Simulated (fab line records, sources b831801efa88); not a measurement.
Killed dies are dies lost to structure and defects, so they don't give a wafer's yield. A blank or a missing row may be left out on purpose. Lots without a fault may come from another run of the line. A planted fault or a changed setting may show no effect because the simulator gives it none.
Problem report in the 8D (eight disciplines) form, filled by code | flow gf180mcu | the parts of the form that need people (team, actions taken, sign-off) are left out

1. THE PROBLEM
rf_fwd_power_W at GF_TOP_METAL_METAL_ETCH_16 reads a mean of 925.4 W on 6 wafers of 2 lots; wafers without a fault read 797.1 W with a standard deviation of 2.7. That is +48 standard deviations from the usual mean.
The step: etches the open film in Cl2/BCl3, stops on SiO2, target depth 1077.5 nm, time 179.6 s.
First seen on wafer L742.3, day 30 14:37, on rie_metal-03. The record holds 33 wafers of 11 lots with a number at this step. Rule for "out", or "out of limits": more than 4 standard deviations from the usual mean. The other wafers with a number count as sound.

2. WHAT IT IS AND WHAT IT IS NOT
question                    | is                     | is not
which readings at this step | rf_fwd_power_W         | drypump_motor_current_A, oes_product_au, throttle_valve_pct
which lots                  | L742, L745             | L734, L735, L736, L750, L751, L754, L755, L756, L757
which wafers of those lots  | all that have a number | -
read on which tools         | rie_metal-03           | rie_metal-01, rie_metal-02
when                        | from day 30 14:37      | up to then (9 sound wafers); but 18 sound wafers of L750, L751, L754, L755, L756, L757 came after

3. SUSPECTS, AND WHAT RULES EACH OUT
Counting: a tool at a process step up to the reading stays a suspect if it ran every lot that is out and no sound lot after the first of them.
- rie_metal-03 at GF_TOP_METAL_METAL_ETCH_16 (etches the open film in Cl2/BCl3, stops on SiO2, target depth 1077.5 nm, time 179.6 s): ruled out as a lasting fault. Sound lots L754, L756 ran on it after its first lot that is out, L742 (day 30 14:37).
Left after counting: nothing in the record.

4. THE CAUSE (what the simulator had put in)
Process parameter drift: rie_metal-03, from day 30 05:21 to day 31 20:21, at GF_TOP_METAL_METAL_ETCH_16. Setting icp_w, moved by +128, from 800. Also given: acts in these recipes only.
Counting ruled it out, wrongly.

5. THE CHAIN OF EFFECTS, in route order
Each row: a reading whose mean over the struck wafers that have a number lies more than 3 standard deviations from the usual. Only readings for which the record gives a usual standard deviation are gone through. hours: the time from each lot's start at the first step in this table that gives one to its start at this step, as a median over the lots. sigmas: the change in usual standard deviations.
hours | step                       | reading                  | usual   | on struck wafers | change | sigmas
0     | GF_TOP_METAL_METAL_ETCH_16 | rf_fwd_power_W           | 797.1 W | 925.4            | +128.3 | +48
0     | GF_TOP_METAL_STRIP_17      | strip_time_to_endpoint_s | 13.37 s | 12.70            | -0.67  | -6.9
The process steps in it:
- GF_TOP_METAL_METAL_ETCH_16: etches the open film in Cl2/BCl3, stops on SiO2, target depth 1077.5 nm, time 179.6 s.
- GF_TOP_METAL_STRIP_17: strips in O2/N2.

6. WHAT WOULD HAVE CAUGHT IT SOONER
In this record the first reading out of limits was taken at day 30 14:37, 9 hours after the fault began at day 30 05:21.
